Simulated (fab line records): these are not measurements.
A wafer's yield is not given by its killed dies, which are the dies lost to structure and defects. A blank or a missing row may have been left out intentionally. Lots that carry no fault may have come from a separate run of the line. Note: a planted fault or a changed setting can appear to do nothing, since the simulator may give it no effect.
2 desks looking at one fault :: flow sky130 :: each desk holds nothing but its own numbers, with what lay behind them at the end

== AT THE TOOL OWNER'S DESK: implanter-01 ==
SKY_LDD_HVP_IMPLANT_08, tool's own readings: per-lot mean of the sampled wafers with a number, covering each lot this tool ran. Any lot whose mean is over 4 standard deviations away from the usual mean is out of limits and marked OUT; that distance is given in the brackets.
Columns: A = beam_on_s at SKY_LDD_HVP_IMPLANT_08, usual 10.00 s; B = end_station_pressure_torr at SKY_LDD_HVP_IMPLANT_08, usual 5.07e-06 Torr; C = faraday_current_uA at SKY_LDD_HVP_IMPLANT_08, usual 97.8
lot: L861
first seen here: day 26 03:40
A: 10.77
B: 6.04e-05 (+99 or more) OUT
C: 87.5 (-5.1) OUT

lot: L864
first seen here: day 26 19:49
A: 11.11 (+5.3) OUT
B: 6.45e-05 (+99 or more) OUT
C: 85.1 (-6.4) OUT
This desk's finding: out of limits on L861, L864; first on L861, day 26 03:40 (end_station_pressure_torr at SKY_LDD_HVP_IMPLANT_08). In limits: none.

== METROLOGY DESK ==
Lot by lot, what the gauges showed, no matter which tool ran the lot: averages of those sampled wafers that carry a number. Any lot whose mean is over 4 standard deviations away from the usual mean is out of limits and marked OUT; that distance is given in the brackets.
Columns: A = POLY_GATE_CVD_03_THK at SKY_POLY_GATE_THK_MEAS_04, usual 75.3 nm; B = cd_nm at SKY_POLY_GATE_CD_MEAS_13, usual 149.9 nm; C = LDD_HVP_TW at SKY_LDD_HVP_TW_MEAS_10, usual 459; D = SD_P_TW at SKY_SD_P_TW_MEAS_11, usual 2805
lot: L851
first seen here: day 15 12:52
A: 75.9
B: 148.5
C: 454
D: 2793

lot: L852
first seen here: day 16 04:11
A: 76.0
B: 149.4
C: 457
D: 2814

lot: L853
first seen here: day 16 15:24
A: 75.4
B: 147.8
C: 457
D: 2829

lot: L854
first seen here: day 17 03:59
A: 75.5
B: 149.2
C: 457
D: 2802

lot: L856
first seen here: day 18 18:43
A: 74.9
B: 149.6
C: 453
D: 2797

lot: L857
first seen here: day 18 18:44
A: 75.2
B: 149.9
C: 465
D: 2792

lot: L861
first seen here: day 19 16:48
A: 75.8
B: 149.2
C: 480
D: 2830

lot: L864
first seen here: day 20 10:34
A: 74.6
B: 149.1
C: 470
D: 2814

lot: L866
first seen here: day 21 07:39
A: 74.2
B: 150.7
C: 467
D: 2807

lot: L868
first seen here: day 22 00:43
A: 76.3
B: 151.9
C: 459
D: 2797

lot: L869
first seen here: day 22 12:03
A: 74.8
B: 149.0
C: 458
D: 2788

lot: L870
first seen here: day 22 13:37
A: 74.4
B: 150.3
C: 459
D: 2783

lot: L872
first seen here: day 23 09:16
A: 74.8
B: 149.8
C: 455
D: 2794
This desk found nothing out of limits on any of the 13 lots.

== ALL TOGETHER ==
The tool owner's desk had the chance to raise an alarm at day 26 03:40 on L861, L864.
The metrology desk saw nothing out of limits.
The metrology desk has L861, L864 on record, within its limits.
SKY_LDD_HVP_IMPLANT_08 was run on implanter-01 by each of the lots named.

== WHAT HAD BEEN PUT IN BY THE SIMULATOR ==
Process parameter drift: implanter-01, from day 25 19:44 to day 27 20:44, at SKY_LDD_HVP_IMPLANT_08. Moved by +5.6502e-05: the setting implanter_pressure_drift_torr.
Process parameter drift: implanter-01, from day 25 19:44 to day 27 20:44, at SKY_LDD_HVP_IMPLANT_08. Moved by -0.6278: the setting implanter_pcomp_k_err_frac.
Shown lots that were struck: L861, L864.
Delay in hours, fault start to first out-of-limits reading, by desk: the tool owner's desk at 8.
